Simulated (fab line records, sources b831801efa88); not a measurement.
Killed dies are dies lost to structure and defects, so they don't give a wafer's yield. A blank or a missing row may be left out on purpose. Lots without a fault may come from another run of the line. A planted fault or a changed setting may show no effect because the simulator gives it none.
Which tool did it? | flow gf180mcu | 11 lots, 33 wafers sampled, at 2 steps of a route of 602

WHAT THE GAUGES READ, wafer by wafer
GF_V5_THK_MEAS_03.
lot  | measured     | on            | V5_CVD_02_THK (nm)
L376 | day 25 23:46 | film_metro-02 | 1474 1487 1471
L377 | day 27 03:50 | film_metro-02 | 1423 1469 1476
L378 | day 27 11:04 | film_metro-04 | 1446 1436 1496
L379 | day 27 13:47 | film_metro-02 | 1446 1427 1477
L381 | day 28 01:19 | film_metro-02 | 1417 1438 1468
L388 | day 29 21:52 | film_metro-02 | 1471 1446 1495
L392 | day 31 02:12 | film_metro-04 | 1467 1474 1496
L393 | day 31 14:19 | film_metro-02 | 1447 1475 1470
L397 | day 32 15:08 | film_metro-02 | 1439 1472 1465
L398 | day 32 15:58 | film_metro-04 | 1443 1485 1472
L399 | day 32 18:32 | film_metro-02 | 1446 1422 1471

WHICH TOOL RAN EACH LOT (tool, then ch and the chambers of the sampled wafers, then the start)
lot  | GF_M5_ETCH_09
L376 | rie_diel-02 ch 1,2,3, day 25 22:49
L377 | rie_diel-02 ch 0,2,3, day 27 02:55
L378 | rie_diel-04 ch 0,1,3, day 27 10:08
L379 | rie_diel-04 ch 1,2,3, day 27 12:51
L381 | rie_diel-03 ch 1,2, day 28 00:26
L388 | rie_diel-04 ch 0,1, day 29 20:57
L392 | rie_diel-04 ch 0,1, day 31 01:16
L393 | rie_diel-03 ch 1,2,3, day 31 13:26
L397 | rie_diel-04 ch 0,2, day 32 14:15
L398 | rie_diel-03 ch 1,2,3, day 32 14:58
L399 | rie_diel-02 ch 1,2,3, day 32 17:39
- GF_M5_ETCH_09: etches Si3N4 in CF4/O2, target depth 52 nm, time 11.6 s.

THE ANSWER, worked out from the rows above alone
Rule: what is usual is taken from the lots themselves. Put in order of their means at a reading, lots are off if they are a third of the lots or fewer, leave a main group of 4 or more, and stand apart from it by a gap of 3 or more times the standard deviation of the main group's means; of several such gaps the widest counts. A main group whose means are all the same, to the digits that the tables above print for the reading, isn't used. A lot without any number at a reading at which 4 lots or more have one is off too. The other lots that the step has rows for count as sound.
No lot is off at any reading shown: from this, nothing can be told.

WHAT THE SIMULATOR HAD PUT IN
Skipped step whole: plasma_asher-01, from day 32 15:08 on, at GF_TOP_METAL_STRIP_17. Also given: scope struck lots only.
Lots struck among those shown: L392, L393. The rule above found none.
